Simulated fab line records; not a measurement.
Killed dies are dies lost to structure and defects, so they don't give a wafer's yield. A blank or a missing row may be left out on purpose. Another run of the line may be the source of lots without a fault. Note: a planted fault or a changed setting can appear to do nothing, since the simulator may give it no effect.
Chamber matching / flow sky130 / cmp-01 running SKY_VIA2_CMP_24: 4 sister chambers
The step polishes, stops on SiO2, t overpolish 20 s, target thk 0 nm. 8 wafers are shown with their chamber, then 10 later ones without.

WAFERS WITH THEIR CHAMBER
wafer=L078.3; chamber=1; motorCurrentA (A)=11.2; timeToEndpointS (s)=99
wafer=L084.6; chamber=1; motorCurrentA (A)=10.0; timeToEndpointS (s)=105
wafer=L088.5; chamber=3; motorCurrentA (A)=10.1; timeToEndpointS (s)=103
wafer=L090.1; chamber=0; motorCurrentA (A)=8.4; timeToEndpointS (s)=101
wafer=L090.4; chamber=2; motorCurrentA (A)=12.0; timeToEndpointS (s)=101
wafer=L090.5; chamber=0; motorCurrentA (A)=8.7; timeToEndpointS (s)=101
wafer=L091.1; chamber=2; motorCurrentA (A)=11.5; timeToEndpointS (s)=104
wafer=L091.2; chamber=3; motorCurrentA (A)=9.9; timeToEndpointS (s)=104

WAFERS WHOSE CHAMBER IS MISSING
wafer=L091.4; motorCurrentA (A)=8.6; timeToEndpointS (s)=104
wafer=L093.1; motorCurrentA (A)=12.3; timeToEndpointS (s)=100
wafer=L093.2; motorCurrentA (A)=8.8; timeToEndpointS (s)=95
wafer=L093.6; motorCurrentA (A)=12.7; timeToEndpointS (s)=102
wafer=L095.1; motorCurrentA (A)=9.6; timeToEndpointS (s)=101
wafer=L095.4; motorCurrentA (A)=10.7; timeToEndpointS (s)=99
wafer=L095.6; motorCurrentA (A)=9.1; timeToEndpointS (s)=101
wafer=L097.2; motorCurrentA (A)=9.4; timeToEndpointS (s)=96
wafer=L097.5; motorCurrentA (A)=8.6; timeToEndpointS (s)=96
wafer=L097.6; motorCurrentA (A)=11.3; timeToEndpointS (s)=99

CHAMBER TAKEN BY EACH
wafer=L091.4; from the rows above=can't be placed: 0 or 3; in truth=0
wafer=L093.1; from the rows above=2; in truth=2
wafer=L093.2; from the rows above=can't be placed: 0 or 3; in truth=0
wafer=L093.6; from the rows above=2; in truth=2
wafer=L095.1; from the rows above=can't be placed: 3 or 1 or 0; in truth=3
wafer=L095.4; from the rows above=can't be placed: 1 or 3 or 2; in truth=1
wafer=L095.6; from the rows above=can't be placed: 0 or 3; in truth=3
wafer=L097.2; from the rows above=can't be placed: 0 or 3 or 1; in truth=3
wafer=L097.5; from the rows above=0; in truth=0
wafer=L097.6; from the rows above=can't be placed: 2 or 1 or 3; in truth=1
Placed correctly: 3 of 10. Can't be placed from these rows: 7 (the true chamber is among the candidates in 7). 0 placed wrongly.
How it was worked out, from the rows above alone: a wafer's distance from a chamber is the root of the sum, over the readings, of the square of ((its reading less the chamber's mean) divided by the reading's scatter). The wafer belongs to the nearest chamber; if the next one is less than 2 further off, it can't be placed. Each chamber's mean is taken over the wafers shown for it. The scatter: the root of (the sum of the squares of (reading less its chamber's mean) over the shown wafers, divided by (wafers less chambers)).
